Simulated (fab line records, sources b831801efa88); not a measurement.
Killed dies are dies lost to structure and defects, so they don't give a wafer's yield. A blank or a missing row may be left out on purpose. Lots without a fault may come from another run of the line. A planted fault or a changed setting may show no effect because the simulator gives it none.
fab line records | flow gf180mcu
record lots=11 wafers=33 last_day=34
route steps=602 shown V3@451 M4@471 MIM@504
lots that met no fault: from a run of the same line without faults
start_h: hours from the record's first day to the start of the lot's first wafer shown | wait_h: hours since the lot's step before | " the same as in the row above | L1.1+2: a row that stands for several wafers | - no value, or no start given | * or withheld: withheld | < > ~ a bound
route shown NAME@n: a module of which the file shows steps, and the number in the route of the first | usual: mean/standard deviation of fault-free wafers | same: alike in all rows | chamber/n: place in a boat | sites: the reading at each site | _std_site: their standard deviation | _edge_site: outer sites' mean less inner sites' | radius_mm: how far each site lies from the wafer's centre | mask NAME#n: copy n | behind: the tool/chamber that last shaped the wafer | hold: why the lot was held/for how many hours/how that ended | device: the transistor (n, p or np) that didn't switch | end of line: the same wafers' tests at the end of the route | a step without rows: its recipe alone | killed: dies lost to structure and defects at the first sort, not the wafer's yield | map: a wafer's dies, x killed, . not, _ none there
set.NAME: the setting as run; set.NAME@STEP: as run at that earlier step | model.NAME: the simulator's own value behind a step, which no gauge read
steps of the route over a sample of lots; a table a step, a row a wafer
services: from which hour (start_h, from the record's first day; less than 0 if before it) a tool's chamber was out of use, for how many hours, and why
## steps
# step GF_V3_SPUTTER_22
# recipe material=TiN target_thk_nm=10 chamber_pressure_pa=5 power_w=4000 time_s=40
# usual throttle_valve_pct=30.1/0.95
# same time_s=40
# columns lot.wafer tool chamber start_h wait_h throttle_valve_pct
L876.2 pvd_sputter-02 - 519.06 0.0 31.4
L876.3 " - " " 29.4
L876.5 " - " " 29.8
L884.4 pvd_sputter-04 - 587.54 0.0 29.7
L884.5 " - " " 29.5
L884.6 " - " " 28.2
L889.1 pvd_sputter-03 - 628.59 0.0 31.1
L889.3 " - " " 30.6
L889.5 " - " " 29.1
L890.2 pvd_sputter-02 - 638.97 0.0 31.3
L890.3 " - " " 29.4
L890.4 " - " " 31.6
L892.1 pvd_sputter-04 - 648.52 0.0 29.8
L892.4 " - " " 31.1
L892.6 " - " " 29.5
L893.2 pvd_sputter-04 - 653.52 0.0 29.5
L893.3 " - " " 30.0
L893.4 " - " " 28.4
L894.2 pvd_sputter-03 - 661.83 0.0 28.8
L894.3 " - " " 29.5
L894.4 " - " " 30.9
L895.2 pvd_sputter-04 - 667.08 0.0 29.9
L895.3 " - " " 28.3
L895.6 " - " " 29.8
L896.1 pvd_sputter-03 - 677.03 0.0 29.7
L896.5 " - " " 29.8
L896.6 " - " " 30.5
L897.1 pvd_sputter-03 - 684.71 0.0 30.5
L897.4 " - " " 30.8
L897.5 " - " " 30.9
L898.1 pvd_sputter-03 - 686.38 0.0 30.8
L898.5 " - " " 29.6
L898.6 " - " " 30.6
# step GF_M4_OVL_MEAS_15
# usual M4_OVL=4/6.1
# columns lot.wafer tool chamber start_h wait_h M4_OVL[nm]
L876.2 overlay-02 - 542.87 0.1 2
L876.3 " - " " 0
L876.5 " - " " -5
L884.4 overlay-01 - 609.42 0.1 5
L884.5 " - " " 6
L884.6 " - " " 1
L889.1 overlay-02 - 649.75 0.1 -2
L889.3 " - " " -4
L889.5 " - " " -4
L890.2 overlay-01 - 659.56 0.1 1
L890.3 " - " " 3
L890.4 " - " " 7
L892.1 overlay-02 - 668.35 0.1 6
L892.4 " - " " 4
L892.6 " - " " -6
L893.2 overlay-02 - 673.31 0.1 1
L893.3 " - " " 1
L893.4 " - " " -4
L894.2 overlay-01 - 681.56 0.1 2
L894.3 " - " " 1
L894.4 " - " " 4
L895.2 overlay-02 - 686.52 0.1 4
L895.3 " - " " 11
L895.6 " - " " 11
L896.1 overlay-01 - 696.40 0.1 1
L896.5 " - " " 3
L896.6 " - " " -8
L897.1 overlay-01 - 704.45 0.1 -3
L897.4 " - " " 2
L897.5 " - " " -4
L898.1 overlay-01 - 705.45 0.1 1
L898.5 " - " " -6
L898.6 " - " " -4
# step GF_MIM_SPUTTER_01
# recipe material=TiN target_thk_nm=30 power_w=6500 time_s=25 chamber_pressure_pa=0.4
# usual throttle_valve_pct=29.7/0.87
# same time_s=25
# columns lot.wafer tool chamber start_h wait_h throttle_valve_pct
L876.2 pvd_sputter-03 - 567.86 0.1 30.9
L876.3 " - " " 30.7
L876.5 " - " " 30.8
L884.4 pvd_sputter-03 - 632.70 0.1 29.7
L884.5 " - " " 30.5
L884.6 " - " " 29.8
L889.1 pvd_sputter-04 - 672.31 0.1 29.4
L889.3 " - " " 29.7
L889.5 " - " " 29.9
L890.2 pvd_sputter-01 - 681.96 0.1 29.1
L890.3 " - " " 29.1
L890.4 " - " " 28.9
L892.1 pvd_sputter-01 - 690.29 0.1 29.0
L892.4 " - " " 28.9
L892.6 " - " " 28.9
L893.2 pvd_sputter-01 - 695.14 0.1 28.7
L893.3 " - " " 28.8
L893.4 " - " " 30.7
L894.2 pvd_sputter-03 - 703.85 0.1 29.5
L894.3 " - " " 30.7
L894.4 " - " " 29.0
L895.2 pvd_sputter-04 - 708.41 0.1 29.8
L895.3 " - " " 29.4
L895.6 " - " " 29.6
L896.1 pvd_sputter-01 - 718.15 0.1 28.9
L896.5 " - " " 28.7
L896.6 " - " " 28.6
L897.1 pvd_sputter-01 - 725.76 0.1 29.0
L897.4 " - " " 30.8
L897.5 " - " " 29.0
L898.1 pvd_sputter-03 - 727.26 0.1 29.1
L898.5 " - " " 30.5
L898.6 " - " " 28.9
# step GF_MIM_SPUTTER_09
# recipe material=TiN target_thk_nm=35 power_w=6500 time_s=29.2 chamber_pressure_pa=0.4
# usual throttle_valve_pct=29.7/0.89
# columns lot.wafer tool chamber start_h wait_h throttle_valve_pct
L876.2 pvd_sputter-04 - 568.14 0.0 29.5
L876.3 " - " " 28.8
L876.5 " - " " 29.6
L884.4 pvd_sputter-04 - 632.98 0.0 28.2
L884.5 " - " " 28.1
L884.6 " - " " 29.6
L889.1 pvd_sputter-01 - 672.59 0.0 29.0
L889.3 " - " " 30.9
L889.5 " - " " 29.0
L890.2 pvd_sputter-03 - 682.24 0.0 29.0
L890.3 " - " " 30.4
L890.4 " - " " 29.4
L892.1 pvd_sputter-03 - 690.57 0.0 29.4
L892.4 " - " " 30.6
L892.6 " - " " 29.0
L893.2 pvd_sputter-04 - 695.42 0.0 30.0
L893.3 " - " " 28.2
L893.4 " - " " 29.3
L894.2 pvd_sputter-03 - 704.13 0.0 28.8
L894.3 " - " " 30.8
L894.4 " - " " 29.8
L895.2 pvd_sputter-03 - 708.69 0.0 30.9
L895.3 " - " " 28.6
L895.6 " - " " 29.2
L896.1 pvd_sputter-03 - 718.43 0.0 28.9
L896.5 " - " " 28.7
L896.6 " - " " 30.6
L897.1 pvd_sputter-04 - 726.04 0.0 28.3
L897.4 " - " " 29.9
L897.5 " - " " 29.7
L898.1 pvd_sputter-04 - 727.54 0.0 28.4
L898.5 " - " " 30.5
L898.6 " - " " 29.8
# step GF_MIM_THK_MEAS_11
# recipe thk_meas_gauge=xrf reads=AlCu_of_MIM_SPUTTER_08
# usual MIM_ALCU_THK=204/3
# columns lot.wafer tool chamber start_h wait_h MIM_ALCU_THK[nm]
L876.2 film_metro-04 - 568.30 0.1 202
L876.3 " - " " 202
L876.5 " - " " 203
L884.4 film_metro-04 - 633.17 0.1 201
L884.5 " - " " 204
L884.6 " - " " 216
L889.1 film_metro-03 - 672.75 0.1 198
L889.3 " - " " 199
L889.5 " - " " 201
L890.2 film_metro-02 - 682.40 0.1 203
L890.3 " - " " 200
L890.4 " - " " 199
L892.1 film_metro-04 - 690.72 0.1 202
L892.4 " - " " 202
L892.6 " - " " 203
L893.2 film_metro-02 - 695.59 0.1 208
L893.3 " - " " 202
L893.4 " - " " 208
L894.2 film_metro-04 - 704.29 0.1 206
L894.3 " - " " 209
L894.4 " - " " 204
L895.2 film_metro-04 - 708.85 0.1 206
L895.3 " - " " 205
L895.6 " - " " 202
L896.1 film_metro-02 - 718.58 0.1 208
L896.5 " - " " 205
L896.6 " - " " 205
L897.1 film_metro-04 - 726.19 0.1 204
L897.4 " - " " 206
L897.5 " - " " 205
L898.1 film_metro-04 - 727.69 0.1 201
L898.5 " - " " 205
L898.6 " - " " 201
# step GF_MIM_METAL_ETCH_19
# recipe chemistry=Cl2/BCl3 mask_material=NOVOLAK stop_on=Si3N4 target_depth_nm=324.5 pressure_mtorr=8 icp_w=800 bias_w=140 Cl2_flow_sccm=80 bcl3_flow_sccm=40 time_s=54.1
# usual drypump_motor_current_A=5.7/0.59 oes_product_au=0.943/0.0068 rf_fwd_power_W=794/3 throttle_valve_pct=28.281/0.011
# same time_s=54.1
# columns lot.wafer tool chamber start_h wait_h drypump_motor_current_A oes_product_au rf_fwd_power_W rf_hours_counter_h throttle_valve_pct
L876.2 rie_metal-02 1 590.18 0.1 4.9 0.946 796 5 28.276
L876.3 " 1 " " 4.9 0.941 790 - 28.284
L876.5 " 1 " " 4.9 0.938 791 - 28.283
L884.4 rie_metal-03 1 652.56 0.1 5.0 0.945 794 - 28.285
L884.5 " 0 " " 5.5 0.946 796 - 28.291
L884.6 " 1 " " 5.0 0.904 796 - 28.321
L889.1 rie_metal-01 1 691.38 0.1 6.0 0.929 797 9 28.290
L889.3 " 1 " " 6.0 0.943 797 - 28.278
L889.5 " 0 " " 6.6 0.941 792 - 28.281
L890.2 rie_metal-03 1 701.13 0.1 5.0 0.937 791 3 28.279
L890.3 " 0 " " 5.5 0.932 788 - 28.299
L890.4 " 1 " " 5.0 0.932 790 - 28.303
L892.1 rie_metal-03 0 709.63 0.1 5.5 0.946 793 2 28.295
L892.4 " 1 " " 5.1 0.929 794 - 28.281
L892.6 " 1 " " 5.0 0.936 792 - 28.297
L893.2 rie_metal-01 0 713.38 0.1 6.6 0.946 800 9 28.262
L893.3 " 1 " " 5.9 0.939 796 - 28.293
L893.4 " 0 " " 6.6 0.957 795 - 28.266
L894.2 rie_metal-01 0 722.48 0.1 6.6 0.955 795 10 28.278
L894.3 " 1 " " 6.0 0.956 796 - 28.265
L894.4 " 0 " " 6.6 0.947 794 - 28.279
L895.2 rie_metal-01 0 726.54 0.1 6.6 0.950 797 10 28.266
L895.3 " 0 " " 6.7 0.940 799 - 28.264
L895.6 " 1 " " 6.0 0.946 793 - 28.290
L896.1 rie_metal-01 1 735.63 0.1 6.0 0.940 792 11 28.283
L896.5 " 0 " " 6.6 0.928 797 - 28.299
L896.6 " 1 " " 6.0 0.942 793 - 28.275
L897.1 rie_metal-02 1 742.99 0.1 4.9 0.942 790 11 28.278
L897.4 " 0 " " 5.8 0.950 798 - 28.266
L897.5 " 1 " " 5.0 0.949 790 - 28.283
L898.1 rie_metal-03 0 744.93 0.1 5.5 0.936 792 4 28.276
L898.5 " 0 " " 5.5 0.946 793 - 28.279
L898.6 " 1 " " 5.1 0.935 795 - 28.277
## services
# columns tool chamber start_h hours kind
pvd_sputter-01 - 509.47 1.0 repair
pvd_sputter-03 3 525.30 - consumable_replace:kit
pvd_sputter-03 3 525.30 18.0 scheduled_down
pvd_sputter-03 3 525.30 18.0 vent_cycle
pvd_sputter-02 - 562.09 8.7 repair
pvd_sputter-02 - 573.82 4.9 repair
pvd_sputter-01 3 585.88 - consumable_replace:kit
pvd_sputter-04 2 587.58 - consumable_replace:kit
pvd_sputter-04 2 587.58 18.0 scheduled_down
pvd_sputter-04 2 587.58 18.0 vent_cycle
rie_metal-02 - 629.78 1.2 repair
pvd_sputter-02 - 634.06 3.1 repair
pvd_sputter-03 2 635.17 - consumable_replace:kit
pvd_sputter-03 - 645.80 3.4 repair
pvd_sputter-02 - 657.05 11.6 repair
pvd_sputter-02 - 662.86 3.9 repair
pvd_sputter-02 - 676.05 4.9 repair
pvd_sputter-02 - 706.42 11.7 repair
pvd_sputter-04 - 708.70 14.7 repair
pvd_sputter-03 1 712.68 - consumable_replace:kit
pvd_sputter-03 1 712.68 18.0 scheduled_down
pvd_sputter-03 1 712.68 18.0 vent_cycle
rie_metal-02 1 713.86 1.5 repair
pvd_sputter-03 - 725.66 1.5 repair
## key
first_sign step=GF_MIM_THK_MEAS_11 reading=MIM_ALCU_THK direction=up sigmas=4.1 usual=204 struck=216
effect step=GF_MIM_METAL_ETCH_19 reading=oes_product_au direction=down sigmas=5.6 usual=0.943 struck=0.904
met_at GF_MIM_SPUTTER_09
struck_lots L884
struck_wafers L884.6
not_acting_at GF_V3_SPUTTER_22,GF_M4_OVL_MEAS_15,GF_MIM_SPUTTER_01
onset_between 568.14 632.98
fault kind=process_parameter_drift tool=pvd_sputter-04 chamber=- onset_h=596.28 steps=GF_MIM_SPUTTER_09 channel=target_thk_nm offset=-24.061 shape=step end_h=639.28 scope=struck_wafers_only acts_in=these_recipes_only stated=35
